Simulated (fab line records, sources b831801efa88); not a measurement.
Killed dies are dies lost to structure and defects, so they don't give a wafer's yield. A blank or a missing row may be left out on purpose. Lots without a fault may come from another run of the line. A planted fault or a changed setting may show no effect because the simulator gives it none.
Problem report in the 8D (eight disciplines) form, filled by code | flow sky130 | the parts of the form that need people (team, actions taken, sign-off) are left out

1. THE PROBLEM
METAL2_ALCU_RS at SKY_METAL2_RS_MEAS_05 reads a mean of 0.1180 ohm/sq on 3 wafers of 2 lots; wafers without a fault read 0.1268 ohm/sq with a standard deviation of 0.001. That is -8.8 standard deviations from the usual mean.
The step: measures by four-point-probe.
First seen on wafer L879.1, day 38 04:20, on film_metro-03. The record holds 33 wafers of 11 lots with a number at this step. Rule for "out", or "out of limits": more than 4 standard deviations from the usual mean. The other wafers with a number count as sound.

2. WHAT IT IS AND WHAT IT IS NOT
question                    | is                           | is not
which readings at this step | METAL2_ALCU_RS               | -
which lots                  | L879, L880                   | L868, L869, L870, L872, L876, L883, L885, L886, L889
which wafers of those lots  | L879.1, L879.5, L880.1       | L879.2, L880.2, L880.3
read on which gauges        | film_metro-03, film_metro-04 | film_metro-01
when                        | from day 38 04:20            | up to then (16 sound wafers); but 14 sound wafers of L880, L883, L885, L886, L889 came after

3. SUSPECTS, AND WHAT RULES EACH OUT
Counting: a tool at a process step up to the reading stays a suspect if it ran every lot that is out. Sound lots after the first of them don't rule it out here, since some wafers of a struck lot are sound.
- the gauge at SKY_METAL2_RS_MEAS_05: ruled out. The wafers that are out were read on 2 gauges (film_metro-03, film_metro-04).
- pvd_sputter-02 at SKY_METAL2_SPUTTER_02 (material AlCu, target thk 250 nm, time 13.3 s): kept. It ran every lot that is out, first L879 (day 38 04:14); its last sound lot up to then is L876 (day 37 05:26). Its own readings are out on those wafers: chamber_pressure_pa.
Left after counting: pvd_sputter-02 at SKY_METAL2_SPUTTER_02.

4. THE CAUSE (what the simulator had put in)
Process parameter drift: pvd_sputter-02, from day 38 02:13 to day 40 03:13, at SKY_METAL2_SPUTTER_02. Setting chamber_pressure_pa, moved by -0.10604, from 0.4. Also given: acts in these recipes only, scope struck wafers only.
Counting left only this tool.

5. THE CHAIN OF EFFECTS, in route order
Each row: a reading whose mean over the struck wafers that have a number lies more than 3 standard deviations from the usual. Only readings for which the record gives a usual standard deviation are gone through. hours: the time from each lot's start at the first step in this table that gives one to its start at this step, as a median over the lots. sigmas: the change in usual standard deviations.
hours | step                   | reading             | usual         | on struck wafers | change  | sigmas
0     | SKY_METAL2_SPUTTER_02  | chamber_pressure_pa | 0.4000 Pa     | 0.2948           | -0.1052 | -99 or more
0     | SKY_METAL2_SPUTTER_02  | throttle_valve_pct  | 29.8 %        | 33.1             | +3.3    | +3.3
0     | SKY_METAL2_RS_MEAS_05  | METAL2_ALCU_RS      | 0.1268 ohm/sq | 0.1180           | -0.0088 | -8.8
0     | SKY_METAL2_THK_MEAS_06 | METAL2_ALCU_THK     | 251.4 nm      | 264.4            | +13.0   | +5.6
The process steps in it:
- SKY_METAL2_SPUTTER_02: material AlCu, target thk 250 nm, time 13.3 s.

6. WHAT WOULD HAVE CAUGHT IT SOONER
In this record the first reading out of limits at a measuring or inspecting step was taken at day 38 04:20, 2 hours after the fault began at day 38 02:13.
The tool's own readings at SKY_METAL2_SPUTTER_02 were out on every struck wafer that the step has a row for (chamber_pressure_pa): an alarm limit on them would have fired on the first of those.
Of the lots that are out (2), L880 began SKY_METAL2_SPUTTER_02 on pvd_sputter-02 after day 38 04:20. A hold on the tool at that time would have spared it.
